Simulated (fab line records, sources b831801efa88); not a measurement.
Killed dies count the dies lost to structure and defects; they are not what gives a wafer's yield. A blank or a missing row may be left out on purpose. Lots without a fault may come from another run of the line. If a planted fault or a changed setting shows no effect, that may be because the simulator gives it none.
Chamber matching -- flow sfq-line -- cmp-01 running SFQ_TRILAYER_I0_CMP_CMP_028: 4 sister chambers
The step polishes SiO2. 19 wafers are shown with their chamber, then 9 later ones without.

## WAFERS WITH THEIR CHAMBER
wafer,chamber,head-pressure-psi (psi),motor-current-A (A),time-to-endpoint-s (s)
L552.1,2,3.010,10.6,210
L552.4,0,2.993,11.2,220
L552.5,2,3.006,10.5,214
L553.2,3,2.996,10.6,200
L553.1,1,2.996,10.8,202
L553.3,2,3.009,10.9,203
L555.3,3,2.997,10.9,205
L555.1,2,3.000,9.6,217
L555.5,0,2.999,10.4,217
L556.1,2,2.997,10.0,218
L556.3,3,2.998,10.9,210
L556.6,0,2.999,10.9,210
L560.1,3,3.003,10.9,202
L560.3,0,3.003,11.1,204
L560.5,1,2.996,11.0,211
L568.4,0,2.988,10.5,212
L570.3,0,2.997,11.0,202
L570.2,3,3.008,10.8,199
L570.5,0,2.992,10.8,213

SIGNATURES (averages over the wafers above)
reading,chamber 0,chamber 1,chamber 2,chamber 3,scatter within a chamber
head-pressure-psi,2.99586,2.99600,3.00440,3.00040,0.00508
motor-current-A,10.843,10.900,10.320,10.820,0.336
time-to-endpoint-s,211.14,206.50,212.40,203.20,5.9
Rule: distance of a wafer from a chamber = root of the sum over the readings of ((wafer's reading minus chamber's mean) / reading's scatter) squared. If the next closest chamber is less than 2 further off than the closest, the wafer can't be placed; otherwise it belongs to the closest. How the scatter is found: for the shown wafers, subtract from each reading the mean of its chamber, square and add these, divide the total by (wafers less chambers), then take the root.

## WAFERS WITH NO CHAMBER GIVEN
wafer,head-pressure-psi (psi),motor-current-A (A),time-to-endpoint-s (s)
L571.3,3.002,10.9,215
L571.4,3.009,10.8,215
L571.5,3.005,10.8,223
L572.1,2.999,10.4,211
L572.2,3.007,11.4,202
L572.6,3.003,10.8,205
L573.4,2.999,10.9,212
L573.5,3.002,10.5,218
L573.6,3.002,10.4,214

## WHICH CHAMBER EACH WENT THROUGH
wafer,from the rows above,in truth
L571.3,can't be placed: 0 or 2 or 1 or 3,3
L571.4,can't be placed: 2 or 3 or 0 or 1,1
L571.5,can't be placed: 2 or 0 or 1 or 3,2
L572.1,can't be placed: 2 or 0 or 1 or 3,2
L572.2,can't be placed: 3 or 1 or 0 or 2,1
L572.6,can't be placed: 3 or 1 or 0 or 2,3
L573.4,can't be placed: 0 or 1 or 3 or 2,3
L573.5,can't be placed: 2 or 0 or 1 or 3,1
L573.6,can't be placed: 2 or 0 or 3 or 1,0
0 of 9 placed correctly. From these rows, 9 cannot be placed; in 9 the true chamber is one of the candidates. Number placed wrongly: 0.
